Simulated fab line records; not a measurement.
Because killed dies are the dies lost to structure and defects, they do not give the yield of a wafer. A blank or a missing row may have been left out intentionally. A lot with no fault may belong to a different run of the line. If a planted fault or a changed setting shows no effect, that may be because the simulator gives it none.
fab line records | flow sky130
record: lots: 6 wafers: 18 last_day: 50
route steps=708 shown SD_P@328 RES_XHIGH@332 PAD_OPEN@708
lots that met no fault: from a run of the same line without faults
start_h: start of the lot's first displayed wafer, in hours after the record's first day | wait_h: hours from the lot's prior step to this one | " as in the row above | L1.1+2: several wafers, shown together as one row | - no value present, or no start provided | * or withheld: withheld | < > ~ a bound
route shown NAME@n: a module of which the file shows steps, and the number in the route of the first | usual: mean/standard deviation of fault-free wafers | same: alike in all rows | chamber/n: place in a boat | sites: each site's reading | _std_site: the values' standard deviation | _edge_site: the outer-site mean with the inner-site mean subtracted | radius_mm: how far each site lies from the wafer's centre | mask NAME#n: copy n | behind: tool/chamber where the wafer was last shaped | hold: the reason the lot was held/the length of the hold in hours/how it ended | device: the n, p or np transistor that did not switch | end of line: the same wafers' tests at the end of the route | a step without rows: its recipe alone | killed: the dies lost at the first sort to structure and to defects; this is not the yield of the wafer | map: the dies of a wafer, with x for killed, . for not killed, _ for no die there
set.NAME: the setting as run; set.NAME@STEP: as run at that earlier step | model.NAME: the simulator's own value behind a step, which no gauge read
lots at selected steps of the route; one table per step, one row per wafer
services: from which hour (start_h, from the record's first day; less than 0 if before it) a tool's chamber was out of use, for how many hours, and why
== steps ==
step: SKY_SD_P_OVL_MEAS_08
usual: SD_P_OVL: -0.6/1.5
columns lot.wafer tool chamber start_h wait_h SD_P_OVL[nm]
L255.4 overlay-01 - 653.03 0.1 0.1
L255.5 " - " " 1.1
L255.6 " - " " 0.7
L258.1 overlay-02 - 685.02 0.1 -1.8
L258.2 " - " " -2.1
L258.6 " - " " -2.4
L263.2 overlay-02 - 729.34 0.1 -3.1
L263.4 " - " " -0.5
L263.6 " - " " -3.0
L265.1 overlay-01 - 751.54 0.1 1.1
L265.4 " - " " -1.4
L265.6 " - " " 0.2
L269.1 overlay-02 - 763.64 0.1 -0.3
L269.4 " - " " -0.7
L269.6 " - " " 1.1
L270.1 overlay-02 - 775.29 0.1 -0.9
L270.5 " - " " -1.4
L270.6 " - " " -0.3
step: SKY_SD_P_IMPLANT_09
recipe: species: BF2 energy_kev: 20 dose_cm2: 3e+15 tilt_deg: 0
step: SKY_SD_P_STRIP_10
recipe: chemistry: O2/N2 power_w: 1400 pressure_mtorr: 1500 platen_temp_c: withheld o2_flow_sccm: 3000 n2_flow_sccm: 300 overash_fraction: 0.5
usual: drypump_motor_current_A: 5.7/0.49 oes_product_au: 0.618/0.0045 strip_time_to_endpoint_s: 17.52/0.038
columns lot.wafer tool chamber start_h wait_h drypump_motor_current_A oes_product_au rf_hours_counter_h strip_time_to_endpoint_s
L255.4 plasma_asher-03 0 653.24 0.1 5.0 0.619 - 17.52
L255.5 " 1 " " 5.8 0.613 - 17.53
L255.6 " 0 " " 5.0 0.625 - 17.54
L258.1 plasma_asher-01 0 685.20 0.1 6.1 0.611 95 17.58
L258.2 " 1 " " 5.4 0.621 95 17.59
L258.6 " 0 " " 6.1 0.621 - 17.57
L263.2 plasma_asher-01 1 729.52 0.1 5.4 0.623 99 17.58
L263.4 " 1 " " 5.4 0.612 - 17.56
L263.6 " 0 " " 6.1 0.616 - 17.53
L265.1 plasma_asher-03 1 751.73 0.1 5.8 0.615 95 17.52
L265.4 " 1 " " 5.8 0.618 - 17.55
L265.6 " 0 " " 5.0 0.617 - 17.53
L269.1 plasma_asher-02 0 763.83 0.1 6.4 0.613 34 17.49
L269.4 " 0 " " 6.4 0.622 - 17.47
L269.6 " 1 " " 6.3 0.620 - 17.51
L270.1 plasma_asher-03 0 775.47 0.1 5.0 0.627 97 17.48
L270.5 " 0 " " 5.0 0.624 - 17.47
L270.6 " 1 " " 5.9 0.606 - 17.48
step: SKY_SD_P_TW_MEAS_11
usual: SD_P_TW: 2851/13
columns lot.wafer tool chamber start_h wait_h SD_P_TW
L255.4 film_metro-04 - 653.33 0.1 2834
L255.5 " - " " 2817
L255.6 " - " " 2836
L258.1 film_metro-02 - 685.30 0.1 2871
L258.2 " - " " 2864
L258.6 " - " " 2837
L263.2 film_metro-02 - 729.63 0.1 2839
L263.4 " - " " 2855
L263.6 " - " " 2844
L265.1 film_metro-04 - 751.83 0.1 2864
L265.4 " - " " 2862
L265.6 " - " " 2871
L269.1 film_metro-02 - 763.93 0.1 2842
L269.4 " - " " 2858
L269.6 " - " " 2847
L270.1 film_metro-04 - 775.57 0.1 2862
L270.5 " - " " 2851
L270.6 " - " " 2854
step: SKY_RES_XHIGH_DEHYDRATE_00
recipe: temp_c: 200 time_s: 60
step: SKY_RES_XHIGH_HMDS_01
recipe: prime_time_s: 60 prime_temp_c: 120
step: SKY_RES_XHIGH_COAT_02
recipe: resist: NOVOLAK spin_rpm: 3000 resist_thk_nm: 1140
step: SKY_RES_XHIGH_SOFTBAKE_03
recipe: temp_c: 90 time_s: 60 resist: NOVOLAK
step: SKY_RES_XHIGH_EXPOSE_04
recipe: mask_id: URPM na: 0.6 source_shape: conventional sigma_outer: 0.6 polarization: unpolarized target_cd_nm: 1270 dose_mj: 140
step: SKY_RES_XHIGH_PEB_05
recipe: temp_c: withheld time_s: * resist: NOVOLAK
step: SKY_RES_XHIGH_DEVELOP_06
recipe: resist: NOVOLAK developer: TMAH develop_time_s: 60 dev_temp_c: 23
step: SKY_RES_XHIGH_IMPLANT_07
recipe: species: BF2 energy_kev: 20 dose_cm2: 3.6e+14 tilt_deg: 0
step: SKY_RES_XHIGH_STRIP_08
recipe: chemistry: O2/N2 power_w: 1400 pressure_mtorr: 1500 platen_temp_c: withheld o2_flow_sccm: 3000 n2_flow_sccm: 300 overash_fraction: 0.5
usual: drypump_motor_current_A: 5.5/0.54 oes_product_au: 0.711/0.0037 strip_time_to_endpoint_s: 14.30/0.043
columns lot.wafer tool chamber start_h wait_h drypump_motor_current_A oes_product_au rf_hours_counter_h strip_time_to_endpoint_s
L255.4 plasma_asher-03 0 681.81 0.1 5.0 0.712 - 14.27
L255.5 " 1 " " 5.7 0.708 - 14.27
L255.6 " 0 " " 5.0 0.715 - 14.25
L258.1 plasma_asher-04 1 712.33 0.1 5.1 0.709 55 14.30
L258.2 " 0 " " 5.1 0.712 55 14.33
L258.6 " 1 " " 5.1 0.713 - 14.31
L263.2 plasma_asher-04 1 757.23 0.1 5.1 0.716 59 14.33
L263.4 " 1 " " 5.1 0.711 - 14.32
L263.6 " 0 " " 5.1 0.657 - 16.36
L265.1 plasma_asher-04 1 779.17 0.1 5.1 0.711 61 14.25
L265.4 " 0 " " 5.2 0.651 - 16.30
L265.6 " 1 " " 5.1 0.709 - 14.30
L269.1 plasma_asher-03 1 791.03 0.1 5.8 0.711 98 14.36
L269.4 " 1 " " 5.8 0.707 - 14.36
L269.6 " 0 " " 5.0 0.712 - 14.38
L270.1 plasma_asher-02 0 802.65 0.1 6.4 0.710 38 14.35
L270.5 " 0 " " 6.4 0.706 - 14.34
L270.6 " 1 " " 6.3 0.712 - 14.35
step: SKY_RES_XHIGH_TW_MEAS_09
usual: RES_XHIGH_TW: 1653/6.6
columns lot.wafer tool chamber start_h wait_h RES_XHIGH_TW
L255.4 film_metro-04 - 681.90 0.1 1642
L255.5 " - " " 1654
L255.6 " - " " 1651
L258.1 film_metro-02 - 712.43 0.1 1660
L258.2 " - " " 1667
L258.6 " - " " 1663
L263.2 film_metro-04 - 757.34 0.1 1651
L263.4 " - " " 1666
L263.6 " - " " 1657
L265.1 film_metro-04 - 779.27 0.1 1646
L265.4 " - " " 1660
L265.6 " - " " 1658
L269.1 film_metro-01 - 791.13 0.1 1656
L269.4 " - " " 1656
L269.6 " - " " 1658
L270.1 film_metro-02 - 802.75 0.1 1651
L270.5 " - " " 1653
L270.6 " - " " 1650
step: SKY_PAD_OPEN_PROBE_99
usual: killed_at_M0_to_M3: 43/7.4 killed_at_M4_up: 3.1/1.9 killed_at_contacts: 25/5.4 killed_at_front_end: 15/4.3 killed_at_other: 0.3/0.54 killed_dies: 86/10 killed_open: 46/7.4 killed_short: 40/7
same: gross_dies: 492 killed_at_back_side: 0
columns lot.wafer tool chamber start_h wait_h killed_at_M0_to_M3 killed_at_M4_up killed_at_contacts killed_at_front_end killed_at_other killed_dies killed_open killed_short
L263.2 prober-01 - 1175.61 0.1 36 7 19 20 0 82 46 34
L263.4 prober-01 - 1175.71 0.2 43 5 28 17 0 93 55 38
L263.6 prober-01 - 1175.81 0.2 36 3 13 16 2 70 37 32
killed by level:class
L263.2 VIA1:geometric_particle:open=11 FIELD_ISO:geometric_particle:short=10 VIA2:geometric_particle:open=9 CONTACT:geometric_particle:open=8 CONTACT:geometric_particle:short=5 VIA1:geometric_particle:short=4 LI_CONTACT:geometric_particle:open=4 METAL4:geometric_particle:short=4
L263.4 CONTACT:geometric_particle:open=15 VIA1:geometric_particle:open=13 FIELD_ISO:geometric_particle:short=7 LI_CONTACT:geometric_particle:open=6 VIA3:geometric_particle:open=6 POLY_GATE:geometric_particle:short=4 VIA1:geometric_particle:short=4 VIA2:geometric_particle:open=4
L263.6 VIA1:geometric_particle:open=8 METAL1:geometric_particle:short=6 VIA2:geometric_particle:open=6 CONTACT:geometric_particle:open=5 POLY_GATE:geometric_particle:open=4 LOCAL_INTERCONNECT:geometric_particle:short=4 FIELD_ISO:geometric_particle:open=3 SPACER:geometric_particle:short=3
== services ==
columns tool chamber start_h hours kind
plasma_asher-03 - 633.01 3.9 repair
plasma_asher-02 - 657.32 3.9 repair
plasma_asher-03 - 682.08 7.2 repair
plasma_asher-01 - 733.75 9.0 pm
plasma_asher-01 0 733.75 9.0 vent_cycle
plasma_asher-01 1 733.75 9.0 vent_cycle
plasma_asher-02 - 738.53 1.2 repair
plasma_asher-01 0 742.75 - clean
plasma_asher-01 1 742.75 - clean
plasma_asher-04 - 798.49 77.9 repair
== key ==
first_sign: step: SKY_RES_XHIGH_STRIP_08 reading: strip_time_to_endpoint_s direction: up sigmas: 47 usual: * struck: *
effect: step: SKY_RES_XHIGH_STRIP_08 reading: oes_product_au direction: down sigmas: 15 usual: 0.711 struck: 0.654
met_at SKY_RES_XHIGH_STRIP_08
struck_wafers L263.6,L265.4
tester_left_out L263,L265
onset_between 712.33 757.23
fault: kind: process_parameter_drift tool: plasma_asher-04 chamber: 0 onset_h: 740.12 steps: SKY_RES_XHIGH_STRIP_08 channel: power_w offset: * shape: step end_h: 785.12 acts_in: * stated: *
tester_left_out: of these lots the tester's yield and bins aren't shown, on N5 and GAA mostly nor the transistor test; their killed dies are dies lost to structure and defects alone, not to doping, threshold or leakage, so they don't give the yield
